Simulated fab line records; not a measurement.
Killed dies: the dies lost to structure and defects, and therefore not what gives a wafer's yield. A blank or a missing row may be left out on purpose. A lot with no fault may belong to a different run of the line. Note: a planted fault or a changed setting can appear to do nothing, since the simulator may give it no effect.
Struck lot and sound lot, side by side || flow gf180mcu || 23 out of 602 route steps
Sound: these wafers, L368.1, L368.3, L368.4. Wafers struck: L377.4, L377.5, L377.6. At the end, the cause is stated.
For every step that has rows: the tool of each side, followed by ch and its chambers, followed by its first start. Under that, the readings that differ: sound wafers || struck wafers || difference of the means || sigmas: that difference in standard deviations of wafers without a fault.
alike: same words and numbers on both sides, and readings whose means sit less than 2 such deviations apart. not compared: any withheld reading, any reading some wafer has no value for, any bound like >300 that may hide the same value, and any number with overlapping values for which the record gives no deviation.
The two part at a step that has a row with sigmas, a row that says differs or no value, or rows on one side only. Numbers that have no deviation but don't overlap get no sigmas and don't part them. A reading missing from all wafers of one side parts the sides only when that side holds two or more wafers.

first, 2 steps without rows for these wafers: GF_HV_LDD_PEB_29; GF_HV_LDD_DEVELOP_30 (develop time 60 s).
GF_HV_LDD_CD_MEAS_31 targets a cd of 400 nm.
  sound on cd_sem-02 at day 13 00:09; struck on cd_sem-02 at day 15 21:58
  alike: cd_nm
GF_HV_LDD_OVL_MEAS_32:
  sound on overlay-02 at day 13 00:16; struck on overlay-02 at day 15 22:02
{"reading": "HV_LDD_02_OVL (nm)", "sound": "1.4 -0.5 -0.9", "struck": "1.4 3.6 2.5", "difference": "+2.5", "sigmas": "+2"}
then, 4 steps without rows for these wafers: GF_HV_LDD_IMPLANT_33; GF_HV_LDD_IMPLANT_34; GF_HV_LDD_IMPLANT_35; GF_HV_LDD_IMPLANT_36.
GF_HV_LDD_STRIP_37: strips in O2/N2.
  sound on plasma_asher-01 ch 0,1, day 13 00:55; struck on plasma_asher-03 ch 0,1, day 15 22:41
  alike: drypump_motor_current_A, heater_power_w, n2_flow_sccm, oes_product_au, strip_time_to_endpoint_s
  not compared: rf_hours_counter_h
GF_HV_LDD_TW_MEAS_38:
  sound on film_metro-04 at day 13 01:01; struck on film_metro-03 at day 15 22:47
  alike: HV_LDD_3_TW
then, 2 steps without rows for these wafers: GF_HV_LDD_DEHYDRATE_39 (time 60 s); GF_HV_LDD_HMDS_40 (prime time 60 s).
GF_HV_LDD_COAT_41: resist thk 1000 nm.
  sound on litho_track-01 ch 0, day 13 10:57; struck on litho_track-01 ch 0, day 16 09:34
{"reading": "spin_speed_rpm (rpm)", "sound": "2995.1 3000.7 3000.1", "struck": "3131.6 3131.5 3130.9", "difference": "+132.7", "sigmas": "+63"}
{"reading": "model.NOVOLAK_of_HV_LDD_COAT_41.thk_nm (nm)", "sound": "998.2 999.8 1001", "struck": "975.4 976.7 975.9", "difference": -23.7, "sigmas": ""}
  alike: dispense_pressure_kPa
then, 3 steps without rows for these wafers: GF_HV_LDD_SOFTBAKE_42 (time 60 s); GF_HV_LDD_EXPOSE_43 (exposes mask Pplus HV AREA, target cd 400 nm); GF_HV_LDD_PEB_44.
GF_HV_LDD_DEVELOP_45: develop time 60 s.
  sound on litho_track-01 ch 0, day 13 21:12; struck on litho_track-02 ch 0, day 16 20:56
{"reading": "model.NOVOLAK_of_HV_LDD_COAT_41.thk_nm (nm)", "sound": "997.8 999.3 1001", "struck": "975 976.3 975.5", "difference": -24, "sigmas": ""}
GF_HV_LDD_CD_MEAS_46 targets a cd of 400 nm.
  sound on cd_sem-02 at day 13 21:21; struck on cd_sem-01 at day 16 21:04
{"reading": "cd_nm (nm)", "sound": "402.1 399.9 397.9", "struck": "405.9 406.4 407.6", "difference": "+6.7", "sigmas": "+3"}
GF_HV_LDD_OVL_MEAS_47:
  sound on overlay-01 at day 13 21:28; struck on overlay-02 at day 16 21:09
{"reading": "HV_LDD_03_OVL (nm)", "sound": "2.3 1.0 2.2", "struck": "-0.8 -1.7 -1.3", "difference": -3.1, "sigmas": -2}
after that, 1 step had no rows for these wafers: GF_HV_LDD_IMPLANT_48.
GF_HV_LDD_STRIP_49: strips in O2/N2.
  sound on plasma_asher-03 ch 0,1, day 13 21:40; struck on plasma_asher-01 ch 0,1, day 16 21:21
{"reading": "strip_time_to_endpoint_s (s)", "sound": "12.60 12.65 12.66", "struck": "12.34 12.34 12.36", "difference": -0.29, "sigmas": -8}
  alike: drypump_motor_current_A, heater_power_w, n2_flow_sccm, oes_product_au
  not compared: rf_hours_counter_h
GF_HV_LDD_TW_MEAS_50:
  sound on film_metro-03 at day 13 21:46; struck on film_metro-04 at day 16 21:27
{"reading": "HV_LDD_4_TW", "sound": "575.9 577.3 575.6", "struck": "566.6 571.0 568.4", "difference": -7.6, "sigmas": -3}
after that, 1 step had no rows for these wafers: GF_PASSIVATION_PROBE_99.

== WHERE THEY PART ==
At GF_HV_LDD_OVL_MEAS_32 first; at GF_HV_LDD_TW_MEAS_50 last (within this record only).

WHY: what the simulator had put in
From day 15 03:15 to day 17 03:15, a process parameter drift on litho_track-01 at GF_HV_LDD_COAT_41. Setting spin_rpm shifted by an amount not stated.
